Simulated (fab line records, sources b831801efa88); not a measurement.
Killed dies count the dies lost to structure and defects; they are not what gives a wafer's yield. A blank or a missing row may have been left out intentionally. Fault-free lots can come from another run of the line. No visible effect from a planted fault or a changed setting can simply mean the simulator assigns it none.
Comparing a struck lot with a sound one	flow sfq line	14 out of 325 route steps
Sound: wafers L745.2, L745.3, L745.5. The struck wafers were L753.1, L753.3, L753.5. The cause is named last.
Each step with rows lists, per side, the tool, then ch with its chambers, then its first start. Under that, the readings that differ: sound wafers	struck wafers	difference of the means	sigmas: that difference in standard deviations of wafers without a fault.
alike: a reading whose means differ by less than 2 such deviations, as well as words and numbers matching on both sides. not compared: withheld readings; readings where some wafer has no value; bounds like >300 that might hide an equal value; numbers whose values overlap and for which the record gives no deviation.
The two part at a step that has a row with sigmas, a row that says differs or no value, or rows on one side only. Numbers that have no deviation but don't overlap get no sigmas and don't part them. Lack of a reading on every wafer of one side parts them only where that side has two or more wafers.

first, 6 steps without rows for these wafers: SFQ_TRILAYER_M5_LITHO_COAT_128 (resist thk 62 nm); SFQ_TRILAYER_M5_LITHO_COAT_123 (resist thk 600 nm); SFQ_TRILAYER_M5_LITHO_SOFTBAKE_127; SFQ_TRILAYER_M5_LITHO_EXPOSE_124 (exposes mask M5, target cd 700 nm); SFQ_TRILAYER_M5_LITHO_PEB_126 (peb time 60 s); SFQ_TRILAYER_M5_LITHO_DEVELOP_125 (time 60 s).
SFQ_M5_OVL_MEAS_932:
  struck on overlay-01, day 61 11:57; sound on overlay-02, day 53 17:17
reading	sound	struck	difference	sigmas
M5_OVL (nm)	-18 -20 -19	2 0 4	+21	+3
SFQ_TRILAYER_M5_BARC_OPEN_METAL_ETCH_161: etches BARC in O2, target depth 125 nm, time 41.7 s.
  sound on rie metal-04 ch 0,1, day 53 17:19; struck on rie metal-04 ch 0, day 61 11:59
  alike: drypump motor current A, he backside leak sccm, oes product au
  not compared: rf hours counter h
SFQ_TRILAYER_M5_ETCH_METAL_ETCH_126: etches Nb in Cl2/BCl3, stops on SiO2, time 203.2 s, target depth 265 nm.
  sound on rie metal-04 ch 0,1, day 53 17:22; struck on rie metal-04 ch 0, day 61 12:07
reading	sound	struck	difference	sigmas
oes product au (a.u.)	0.730 0.735 0.741	0.722 0.721 0.721	-0.014	-2
  alike: drypump motor current A, he backside leak sccm
  not compared: rf hours counter h
SFQ_TRILAYER_M5_STRIP_STRIP_127: strips in O2.
  sound on rie metal-04 ch 0,1, day 53 17:34; struck on rie metal-04 ch 0, day 61 12:30
  alike: drypump motor current A, he backside leak sccm, oes product au
  not compared: rf hours counter h
then, 1 step without rows for these wafers: SFQ_TRILAYER_M5_STRIP_SOLV_CLEAN_128 (cleans in NMP, time 600 s).
SFQ_TRILAYER_A5B_DEP_PECVD_129: deposits SiO2 from SiH4/N2O, time 133.33 s, target thk 600 nm.
  sound on pecvd-02 ch 0,1, day 53 18:20; struck on pecvd-01 ch 0,1,2, day 61 13:53
  alike: heater power outer w, heater power w, throttle valve pct
SFQ_TRILAYER_A5B_CMP_CMP_130: polishes, stops on Nb, target thk 340.7 nm.
  sound on cmp-02 ch 1,2, day 54 07:22; struck on cmp-02 ch 0,3, day 62 00:09
reading	sound	struck	difference	sigmas
platen rpm (rpm)	59.96 60.00 59.97	65.99 65.99 66.10	+6.05	+99 or more
  alike: motor current A, slurry filter dp kPa, slurry flow ml min
SFQ_TRILAYER_A5B_METRO_MEASURE_131:
  struck on film metro-03, day 62 03:09; sound on film metro-03, day 54 10:34
  alike: thk nm

== WHERE THEY PART ==
At SFQ_M5_OVL_MEAS_932 first; at SFQ_TRILAYER_A5B_CMP_CMP_130 last (within this record only). Later steps at which nothing parts them and some readings are alike: SFQ_TRILAYER_A5B_METRO_MEASURE_131.

WHY: what had been put in by the simulator
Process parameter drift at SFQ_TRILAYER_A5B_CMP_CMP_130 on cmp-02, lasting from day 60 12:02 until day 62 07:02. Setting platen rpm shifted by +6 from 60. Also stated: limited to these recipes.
